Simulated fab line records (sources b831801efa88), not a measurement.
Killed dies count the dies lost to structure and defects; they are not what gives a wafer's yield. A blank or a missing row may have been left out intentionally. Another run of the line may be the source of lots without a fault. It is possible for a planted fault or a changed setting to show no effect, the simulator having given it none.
Code-filled problem report in 8D (eight disciplines) form || flow gf180mcu || the parts of the form that need people (team, actions taken, sign-off) are left out

== 1. THE PROBLEM ==
V3_W_RS at GF_V3_RS_MEAS_24 reads a mean of 0.307 ohm/sq on 5 wafers of 2 lots; wafers without a fault read 0.326 ohm/sq with a standard deviation of 0.0037. That puts it -5.2 standard deviations away from the usual mean.
The step: measures by four-point-probe.
The first sign was on wafer L496.2 at day 26 15:23, on film-metro-03. The record has a number at this step for 36 wafers belonging to 12 lots. Rule for "out" (also "out of limits"): further than 4 standard deviations from the usual mean. The rest of the wafers with a number are treated as sound.

== 2. WHAT THIS IS AND IS NOT ==
{"question": "which readings at this step", "is": "V3_W_RS", "is not": "-"}
{"question": "which lots", "is": "L496, L498", "is not": "L484, L485, L489, L490, L491, L494, L497, L500, L501, L506"}
{"question": "which wafers of those lots", "is": "L496.2, L496.4, L496.6, L498.2, L498.5", "is not": "L498.1"}
{"question": "read on which gauges", "is": "film-metro-02, film-metro-03", "is not": "-"}
{"question": "when", "is": "from day 26 15:23", "is not": "up to then (18 sound wafers); but 13 sound wafers of L497, L498, L500, L501, L506 came after"}

== 3. THE SUSPECTS, EACH WITH WHAT RULES IT OUT ==
Counting: a tool at a process step up to the reading stays a suspect if it ran every lot that is out. Sound lots after the first of them don't rule it out here, since some wafers of a struck lot are sound.
- the gauge at GF_V3_RS_MEAS_24 has been ruled out. Those wafers that are out were read across 2 gauges (film-metro-02, film-metro-03).
- pvd-sputter-03 at GF_M3_SPUTTER_03 (material Ti, target thk 10 nm, time 6.7 s): kept. It ran every lot that is out, first L496 (day 24 18:19).
- pvd-sputter-03 at GF_V3_SPUTTER_22 (material TiN, target thk 10 nm, time 40 s): kept. It ran every lot that is out, first L496 (day 26 15:13); its last sound lot up to then is L491 (day 25 05:46).
- cvd-w-02 at GF_V3_CVD_23 (deposits W, target thk 350 nm, time 104.9 s): kept. It ran every lot that is out, first L496 (day 26 15:15); its last sound lot up to then is L494 (day 26 03:29).
- Within cvd-w-02 at GF_V3_CVD_23: the wafers that are out ran in chamber 1; their sound lot-mates ran in chamber 0.
Still standing after the count: pvd-sputter-03 at GF_M3_SPUTTER_03, pvd-sputter-03 at GF_V3_SPUTTER_22, cvd-w-02 at GF_V3_CVD_23.

== 4. THE CAUSE (what the simulator had put in) ==
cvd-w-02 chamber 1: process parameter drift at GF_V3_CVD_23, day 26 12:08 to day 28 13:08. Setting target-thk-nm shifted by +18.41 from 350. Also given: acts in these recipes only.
Counting left 3 suspects, and this tool is among them.

== 5. THE CHAIN OF EFFECTS, in route order ==
One row per reading whose mean, taken over the struck wafers that have a number, lies over 3 standard deviations from the usual. Only readings for which the record gives a usual standard deviation are gone through. hours: the time from each lot's start at the first step in this table that gives one to its start at this step, as a median over the lots. sigmas: the change in usual standard deviations.
{"hours": 0, "step": "GF_V3_RS_MEAS_24", "reading": "V3_W_RS", "usual": "0.326 ohm/sq", "on struck wafers": 0.307, "change": -0.019, "sigmas": -5.2}
{"hours": 0, "step": "GF_V3_THK_MEAS_25", "reading": "V3_W_THK", "usual": "355 nm", "on struck wafers": 375, "change": "+20", "sigmas": "+4.5"}

== 6. HOW IT WOULD HAVE BEEN CAUGHT EARLIER ==
In this record the first reading out of limits at a measuring or inspecting step was taken at day 26 15:23, 3 hours after the fault began at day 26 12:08.
Of the tool readings at GF_V3_CVD_23 for which the record gives a usual standard deviation, none was out on any struck wafer, so an alarm limit of 4 standard deviations on them would not have fired.
L498, from the lots that are out (2), started GF_V3_CVD_23 on cvd-w-02 later than day 26 15:23. Holding the tool at that time would have saved it.
